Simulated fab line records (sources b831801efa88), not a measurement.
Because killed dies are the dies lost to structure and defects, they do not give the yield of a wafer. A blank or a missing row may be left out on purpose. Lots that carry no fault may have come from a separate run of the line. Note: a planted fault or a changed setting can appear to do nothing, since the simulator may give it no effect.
Struck lot and sound lot, side by side	flow sky130	15 out of 708 route steps
Sound: wafers L774.1, L774.4, L774.5. Struck: wafer L790.6 (left out: L790.1, L790.4 of the same lot, which were not struck); the cause appears at the end.
Each step with rows lists, per side, the tool, then ch with its chambers, then its first start. Under that, the readings that differ: sound wafers	struck wafers	difference of the means	sigmas: that difference in standard deviations of wafers without a fault.
alike: a reading whose means differ by less than 2 such deviations, as well as words and numbers matching on both sides. not compared: withheld readings; readings where some wafer has no value; bounds like >300 that might hide an equal value; numbers whose values overlap and for which the record gives no deviation.
A row with sigmas, a row that says differs or no value, or rows on one side alone: a step with any of these is where the two part. Numbers that have no deviation but don't overlap get no sigmas and don't part them. A reading missing from all wafers of one side parts the sides only when that side holds two or more wafers.

first, 6 steps without rows for these wafers: SKY_VIA4_HMDS_05 (prime time 60 s); SKY_VIA4_COAT_06 (resist thk 1140 nm); SKY_VIA4_SOFTBAKE_07 (time 60 s); SKY_VIA4_EXPOSE_08 (exposes mask VIM4, target cd 800 nm); SKY_VIA4_PEB_09; SKY_VIA4_DEVELOP_10 (develop time 60 s).
SKY_VIA4_OVL_MEAS_11:
  sound on overlay-01, day 43 12:31; struck on overlay-01, day 47 21:04
reading	sound	struck	difference	sigmas
VIA4_OVL (nm)	0.9 1.5 0.7	-2.0	-3.0	-2
SKY_VIA4_ETCH_12: etches SiO2 in C4F8/O2/Ar, stops on TiN, target depth 580 nm.
  sound on rieDiel-01 ch 0,1,3, day 43 12:32; struck on rieDiel-02 ch 3, day 47 21:06
  alike: oesProductAu
SKY_VIA4_STRIP_13: strips in O2/N2.
  sound on plasmaAsher-02 ch 0, day 43 12:37; struck on plasmaAsher-03 ch 0, day 47 21:10
  alike: drypumpMotorCurrentA, oesProductAu, stripTimeToEndpointS
  not compared: rfHoursCounterH
then, 3 steps without rows for these wafers: SKY_VIA4_STRIP_14 (strips in post etch residue remover, time 1200 s); SKY_VIA4_CLEAN_15 (cleans in IPA, time 180 s); SKY_VIA4_CLEAN_16 (cleans in O3/DIW).
SKY_VIA4_SPUTTER_17: material TiN, target thk 20 nm, time 80 s.
  sound on pvdSputter-04, day 43 13:13; struck on pvdSputter-02, day 47 21:47
reading	sound	struck	difference	sigmas
model.TiN_of_VIA4_SPUTTER_17.thkNm (nm)	19.86 19.84 19.83	18.35	-1.49	
  alike: throttleValvePct
SKY_VIA4_CVD_18: deposits W, target thk 505 nm, time 152.14 s.
  sound on cvdW-02 ch 0,1, day 43 13:16; struck on cvdW-01 ch 1, day 47 21:50
  alike: heaterPowerW, susceptorTempC
-- the record jumps here: 3 days lie between the struck wafers' starts before and after (it left off in module VIA4 and takes up again in module PAD_OPEN, whose first step shown is number 708 of the route) --
SKY_PAD_OPEN_PROBE_99:
  sound on prober-02, day 46 10:37; struck on prober-01, day 50 10:04
reading	sound	struck	difference	sigmas
killedAtFrontEnd	27 23 25	15	-10	-2
sort_bin_3_pad_short (%)	0.6 0.4 0.4	1.4	+0.9	+2
  alike: defectLimitedYield, killed_at_M0_to_M3, killed_at_M4_up, killedAtContacts, killedAtOther, killedDies, killedOpen, killedShort, sort_bin_5_function, sort_bin_6_memory, sortNPass, sortYieldPct

## WHERE THEY PART
Earliest at SKY_VIA4_OVL_MEAS_11; latest, in this record, at SKY_PAD_OPEN_PROBE_99.

WHY: the cause the simulator had injected
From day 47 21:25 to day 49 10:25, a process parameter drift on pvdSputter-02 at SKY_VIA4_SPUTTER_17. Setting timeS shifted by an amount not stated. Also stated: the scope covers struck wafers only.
